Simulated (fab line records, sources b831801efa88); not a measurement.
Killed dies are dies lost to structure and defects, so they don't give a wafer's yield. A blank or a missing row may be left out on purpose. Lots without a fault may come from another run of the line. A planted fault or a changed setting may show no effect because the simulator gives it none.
Which tool did it? | flow gf180mcu | 13 lots, 39 wafers sampled, at 5 steps of a route of 602

WHAT THE GAUGES READ, wafer by wafer
GF_STI_BOW_MEAS_00.
lot  | measured    | on            | INCOMING_BOW (um)
L182 | day 1 20:00 | film_metro-02 | 4 -3 -7
L183 | day 2 01:00 | film_metro-01 | -9 -7 12
L185 | day 2 11:02 | film_metro-02 | -2 5 -3
L187 | day 2 21:00 | film_metro-02 | -3 -2 -9
L191 | day 3 17:00 | film_metro-04 | -2 -4 -2
L192 | day 3 22:00 | film_metro-01 | -7 2 4
L194 | day 4 08:00 | film_metro-01 | -18 1 5
L196 | day 4 18:00 | film_metro-01 | 7 0 10
L197 | day 4 23:00 | film_metro-04 | 10 -7 -10
L198 | day 5 04:01 | film_metro-04 | -4 4 -8
L199 | day 5 09:02 | film_metro-04 | 2 -2 -12
L200 | day 5 14:01 | film_metro-04 | -1 13 -4
L202 | day 6 00:00 | film_metro-01 | -3 -11 -7

GF_HV_LDD_TW_MEAS_38.
lot  | measured     | on            | HV_LDD_3_TW
L182 | day 12 09:29 | film_metro-03 | 1420 1420 1415
L183 | day 12 16:58 | film_metro-03 | 1417 1415 1421
L185 | day 13 09:07 | film_metro-03 | 1417 1426 1422
L187 | day 13 21:44 | film_metro-03 | 1433 1420 1426
L191 | day 15 02:02 | film_metro-04 | 1413 1418 1419
L192 | day 15 10:35 | film_metro-04 | 1410 1409 1413
L194 | day 16 08:46 | film_metro-03 | 1424 1420 1431
L196 | day 16 18:52 | film_metro-04 | 1415 1420 1410
L197 | day 17 03:14 | film_metro-04 | 1422 1424 1414
L198 | day 17 14:21 | film_metro-04 | 1419 1429 1421
L199 | day 18 00:04 | film_metro-03 | 1431 1427 1421
L200 | day 18 05:35 | film_metro-03 | 1423 1432 1428
L202 | day 18 21:35 | film_metro-04 | 1417 1420 1414

WHICH TOOL RAN EACH LOT (tool, then ch and the chambers of the sampled wafers, then the start)
lot  | GF_NWELL_STRIP_10                   | GF_MVSD_COAT_02                  | GF_MVSD_STRIP_10
L182 | plasma_asher-01 ch 0, day 3 19:11   | litho_track-04 ch 0, day 4 15:06 | plasma_asher-03 ch 0,1, day 4 23:02
L183 | plasma_asher-01 ch 0,1, day 3 23:50 | litho_track-02 ch 0, day 4 21:08 | plasma_asher-03 ch 0,1, day 5 05:26
L185 | plasma_asher-02 ch 0,1, day 4 13:49 | litho_track-02 ch 0, day 5 11:17 | plasma_asher-03 ch 0,1, day 5 19:18
L187 | plasma_asher-02 ch 0,1, day 5 00:02 | litho_track-02 ch 0, day 5 20:47 | plasma_asher-01 ch 0,1, day 6 05:01
L191 | plasma_asher-04 ch 0,1, day 5 19:35 | litho_track-02 ch 0, day 6 17:53 | plasma_asher-01 ch 0,1, day 7 02:02
L192 | plasma_asher-02 ch 0,1, day 6 01:29 | litho_track-01 ch 0, day 7 00:37 | plasma_asher-02 ch 0,1, day 7 08:32
L194 | plasma_asher-01 ch 0,1, day 6 17:47 | litho_track-04 ch 0, day 7 16:57 | plasma_asher-02 ch 0,1, day 8 01:26
L196 | plasma_asher-04 ch 0,1, day 7 00:08 | litho_track-04 ch 0, day 7 22:42 | plasma_asher-01 ch 0,1, day 8 07:40
L197 | plasma_asher-01 ch 0,1, day 7 03:41 | litho_track-04 ch 0, day 8 03:39 | plasma_asher-03 ch 0,1, day 8 12:46
L198 | plasma_asher-01 ch 0,1, day 7 12:41 | litho_track-04 ch 0, day 8 12:26 | plasma_asher-03 ch 0,1, day 8 21:05
L199 | plasma_asher-02 ch 0,1, day 7 18:06 | litho_track-04 ch 0, day 8 19:06 | plasma_asher-01 ch 0,1, day 9 04:00
L200 | plasma_asher-02 ch 0,1, day 7 22:08 | litho_track-04 ch 0, day 8 22:56 | plasma_asher-02 ch 1, day 9 07:17
L202 | plasma_asher-01 ch 0,1, day 8 08:11 | litho_track-04 ch 0, day 9 08:48 | plasma_asher-03 ch 0,1, day 9 17:58
- GF_NWELL_STRIP_10: strips in O2/N2.
- GF_MVSD_COAT_02: resist thk 3000 nm.
- GF_MVSD_STRIP_10: strips in O2/N2.

WHAT THE TOOLS THEMSELVES READ (means of the sampled wafers that have a number; where no wafer has one, the mark that the record gives instead)
GF_NWELL_STRIP_10.
lot  | tool            | drypump_motor_current_A (A) | heater_power_w (W) | oes_product_au (a.u.) | strip_time_to_endpoint_s (s)
L182 | plasma_asher-01 | 5.3                         | 320                | 0.723                 | 36.79
L183 | plasma_asher-01 | 5.3                         | 330                | 0.721                 | 36.83
L185 | plasma_asher-02 | 6.2                         | 314                | 0.718                 | 37.08
L187 | plasma_asher-02 | 5.9                         | 307                | 0.723                 | 36.81
L191 | plasma_asher-04 | 5.2                         | 321                | 0.720                 | 37.00
L192 | plasma_asher-02 | 6.2                         | 319                | 0.718                 | 37.11
L194 | plasma_asher-01 | 5.3                         | 336                | 0.723                 | 37.04
L196 | plasma_asher-04 | 5.5                         | 324                | 0.721                 | 37.03
L197 | plasma_asher-01 | 5.3                         | 327                | 0.720                 | 36.97
L198 | plasma_asher-01 | 5.3                         | 331                | 0.724                 | 36.93
L199 | plasma_asher-02 | 5.9                         | 309                | 0.723                 | 37.05
L200 | plasma_asher-02 | 5.8                         | 307                | 0.720                 | 36.94
L202 | plasma_asher-01 | 5.3                         | 326                | 0.724                 | 37.12

GF_MVSD_STRIP_10.
lot  | tool            | drypump_motor_current_A (A) | heater_power_w (W) | oes_product_au (a.u.) | strip_time_to_endpoint_s (s)
L182 | plasma_asher-03 | 5.9                         | 335                | 0.727                 | 37.00
L183 | plasma_asher-03 | 6.2                         | 335                | 0.722                 | 36.92
L185 | plasma_asher-03 | 6.2                         | 332                | 0.723                 | 36.90
L187 | plasma_asher-01 | 5.3                         | 323                | 0.720                 | 27.10
L191 | plasma_asher-01 | 5.3                         | 335                | 0.719                 | 27.22
L192 | plasma_asher-02 | 6.2                         | 318                | 0.725                 | 36.90
L194 | plasma_asher-02 | 6.2                         | 314                | 0.723                 | 37.10
L196 | plasma_asher-01 | 5.3                         | 340                | 0.722                 | 36.92
L197 | plasma_asher-03 | 6.2                         | 333                | 0.719                 | 36.97
L198 | plasma_asher-03 | 6.2                         | 335                | 0.722                 | 36.92
L199 | plasma_asher-01 | 5.3                         | 331                | 0.725                 | 36.78
L200 | plasma_asher-02 | 5.5                         | 295                | 0.726                 | 37.02
L202 | plasma_asher-03 | 5.9                         | 332                | 0.724                 | 37.08

THE ANSWER, worked out from the rows above alone
Rule: what is usual is taken from the lots themselves. Put in order of their means at a reading, lots are off if they are a third of the lots or fewer, leave a main group of 4 or more, and stand apart from it by a gap of 3 or more times the standard deviation of the main group's means; of several such gaps the widest counts. A main group whose means are all the same, to the digits that the tables above print for the reading, isn't used. A lot without any number at a reading at which 4 lots or more have one is off too. The other lots that the step has rows for count as sound. The gauges are gone through in route order, then the tools' own readings, and for those a lot's mean is taken as printed above. The first step at which some lot is off is used, and at that step the reading that is off furthest; a lot without a number counts as furthest.
Off: L187, L191, at GF_MVSD_STRIP_10 (strip_time_to_endpoint_s). The main group: mean 36.96 s, standard deviation 0.087.
A tool fits if, at that step or a process step before it, it ran every lot that is off, and no sound lot after the first of them. One fits: litho_track-02 at GF_MVSD_COAT_02. Its last sound lot is L185 (day 5 11:17), its first lot that is off L187 (day 5 20:47): a fault that began between those two fits.

WHAT THE SIMULATOR HAD PUT IN
Process parameter drift: litho_track-02, from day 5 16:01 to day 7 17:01, at GF_MVSD_COAT_02. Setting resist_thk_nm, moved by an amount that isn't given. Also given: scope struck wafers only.
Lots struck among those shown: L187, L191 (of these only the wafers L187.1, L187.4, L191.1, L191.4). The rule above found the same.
